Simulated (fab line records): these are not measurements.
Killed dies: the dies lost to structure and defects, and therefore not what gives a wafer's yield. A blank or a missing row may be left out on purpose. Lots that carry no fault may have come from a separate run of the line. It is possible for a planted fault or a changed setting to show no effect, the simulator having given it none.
One fault through the eyes of 2 desks | flow sky130 | each desk has only its own numbers; what lay behind them comes last

## METROLOGY DESK
Lot by lot, what the gauges showed, no matter which tool ran the lot: averages of those sampled wafers that carry a number. The brackets show how far a lot's mean lies from the usual mean; more than 4 standard deviations puts the lot out of limits, marked OUT.
Columns: A = RES_XHIGH_RS at SKY_SD_N_RS_MEAS_18, usual 333.3 ohm/sq; B = LI_CONTACT_BOW at SKY_LI_CONTACT_BOW_MEAS_03, usual 56 um
lot  | first seen here | A     | B
L617 | day 28 04:13    | 334.5 | 55
L619 | day 29 09:28    | 334.1 | 57
L620 | day 29 13:34    | 331.6 | 58
L621 | day 29 13:58    | 334.0 | 61
L622 | day 30 10:59    | 333.2 | 46
L623 | day 31 05:19    | 333.7 | 56
L625 | day 31 06:58    | 330.8 | 57
L631 | day 32 19:35    | 332.4 | 56
L632 | day 33 02:39    | 332.9 | 57
L634 | day 33 21:47    | 333.6 | 49
L637 | day 34 09:03    | 333.4 | 50
L638 | day 34 23:58    | 334.9 | 60
L639 | day 35 00:51    | 333.2 | 52
L640 | day 35 09:20    | 333.8 | 49
Finding of this desk: none of the 14 lots has anything out of limits.

## DESK OF THE TOOL OWNER: iline stepper-01
The tool's own readings at SKY_LDD_HVN_EXPOSE_04 (exposes mask HVNTM, target cd 700 nm): means of the sampled wafers that have a number, for each lot that ran on this tool. The brackets show how far a lot's mean lies from the usual mean; more than 4 standard deviations puts the lot out of limits, marked OUT.
Columns: A = exposure dose mJ cm2 at SKY_LDD_HVN_EXPOSE_04, usual 127.00; B = focus offset nm at SKY_LDD_HVN_EXPOSE_04, usual -0.1 nm; C = reticle temp C at SKY_LDD_HVN_EXPOSE_04, usual 22.99 C
lot  | first seen here | A      | B    | C
L617 | day 19 23:01    | 126.98 | -0.7 | 23.01
L620 | day 21 13:44    | 127.02 | 0.2  | 22.95
L621 | day 21 14:44    | 126.99 | 0.4  | 22.96
L622 | day 22 10:01    | 126.87 | 0.6  | 23.01
L632 | day 25 10:25    | 127.00 | -0.9 | 22.93
L634 | day 26 05:10    | 127.14 | 0.5  | 23.07
L638 | day 27 10:44    | 126.94 | 0.0  | 23.19
L639 | day 27 11:37    | 127.04 | 0.3  | 23.01
L640 | day 27 19:53    | 126.94 | -0.0 | 23.05
Finding of this desk: none of the 9 lots has anything out of limits.

## TAKEN TOGETHER
From the metrology desk's view, nothing was out of limits.
The desk of the tool owner found nothing out of limits.

## WHAT WAS PUT IN BY THE SIMULATOR
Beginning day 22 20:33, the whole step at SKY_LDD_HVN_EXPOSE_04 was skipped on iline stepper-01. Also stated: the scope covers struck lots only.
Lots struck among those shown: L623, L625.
